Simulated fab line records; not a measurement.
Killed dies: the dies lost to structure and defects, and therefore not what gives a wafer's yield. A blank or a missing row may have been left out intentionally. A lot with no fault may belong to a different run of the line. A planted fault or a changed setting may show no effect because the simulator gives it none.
One fault seen from 2 desks | flow gf180mcu | only its own numbers are on each desk; what lay behind them is given at the end

## DESK OF THE TOOL OWNER: implanter-04
GF_HV_LDD_IMPLANT_21, tool's own readings: per-lot mean of the sampled wafers with a number, covering each lot this tool ran. If a lot's mean is further than 4 standard deviations from the usual mean, the lot is out of limits and carries the mark OUT (the distance appears in the brackets).
Columns: A = doseIonsCm2 at GF_HV_LDD_IMPLANT_21, usual 5e+13; B = endStationPressureTorr at GF_HV_LDD_IMPLANT_21, usual 5.22e-06 Torr; C = faradayCurrentUA at GF_HV_LDD_IMPLANT_21, usual 283
lot  | first seen here | A                       | B        | C
L704 | day 10 16:37    | 5e+13                   | 5.61e-06 | 286
L707 | day 11 10:39    | 5e+13                   | 5.51e-06 | 284
L715 | day 14 09:19    | 6e+13 (+99 or more) OUT | 5.41e-06 | 324 (+6.8) OUT
L716 | day 14 17:56    | 6e+13 (+99 or more) OUT | 5.18e-06 | 320 (+6.2) OUT
L725 | day 17 12:43    | 5e+13                   | 4.85e-06 | 291
L727 | day 17 23:58    | 5e+13                   | 5.35e-06 | 284
This desk's finding: out of limits on L715, L716; first on L715, day 14 09:19 (doseIonsCm2 at GF_HV_LDD_IMPLANT_21). Within limits: L704, L707, L725, L727.

## THE METROLOGY DESK
Lot by lot, what the gauges showed, no matter which tool ran the lot: averages of those sampled wafers that carry a number. If a lot's mean is further than 4 standard deviations from the usual mean, the lot is out of limits and carries the mark OUT (the distance appears in the brackets).
Columns: A = HV_LDD_2_TW at GF_HV_LDD_TW_MEAS_23, usual 1056; B = V1_OVL at GF_V1_OVL_MEAS_15, usual -1 nm; C = M2_OVL at GF_M2_OVL_MEAS_15, usual -7 nm
lot  | first seen here | A               | B  | C
L704 | day 10 16:52    | 1048            | -3 | -0
L705 | day 10 21:52    | 1052            | 3  | -12
L706 | day 11 06:21    | 1061            | -6 | -4
L707 | day 11 10:54    | 1060            | -6 | -8
L709 | day 12 03:30    | 1052            | 1  | -17
L713 | day 13 16:58    | 1059            | -1 | -5
L715 | day 14 09:33    | 1113 (+7.7) OUT | -5 | -7
L716 | day 14 18:11    | 1098 (+5.7) OUT | -2 | -12
L720 | day 16 08:39    | 1052            | 5  | -7
L723 | day 17 01:43    | 1052            | 2  | -8
L724 | day 17 03:32    | 1060            | -4 | -2
L725 | day 17 12:56    | 1053            | 3  | 4
L727 | day 18 00:13    | 1046            | -0 | -11
L726 | day 18 01:28    | 1048            | -3 | -8
This desk's result: L715, L716 out of limits, first on L715 (HV_LDD_2_TW at GF_HV_LDD_TW_MEAS_23), day 14 09:33. Within limits: L704, L705, L706, L707, L709, L713, L720, L723, L724, L725, L727, L726.

## TAKEN TOGETHER
On L715, L716, at day 14 09:19, an alarm was possible from the tool owner's desk.
The metrology desk could have raised an alarm at day 14 09:33, on L715, L716.
On implanter-04, each named lot ran GF_HV_LDD_IMPLANT_21.

## WHAT THE SIMULATOR HAD INSERTED
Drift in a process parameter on implanter-04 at GF_HV_LDD_IMPLANT_21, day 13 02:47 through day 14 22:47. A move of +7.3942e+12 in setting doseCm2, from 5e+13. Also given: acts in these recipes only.
Shown lots that were struck: L715, L716.
Delay (hours) between the fault's onset and each desk's first out-of-limits reading: 31 at the tool owner's desk, 31 at the metrology desk.
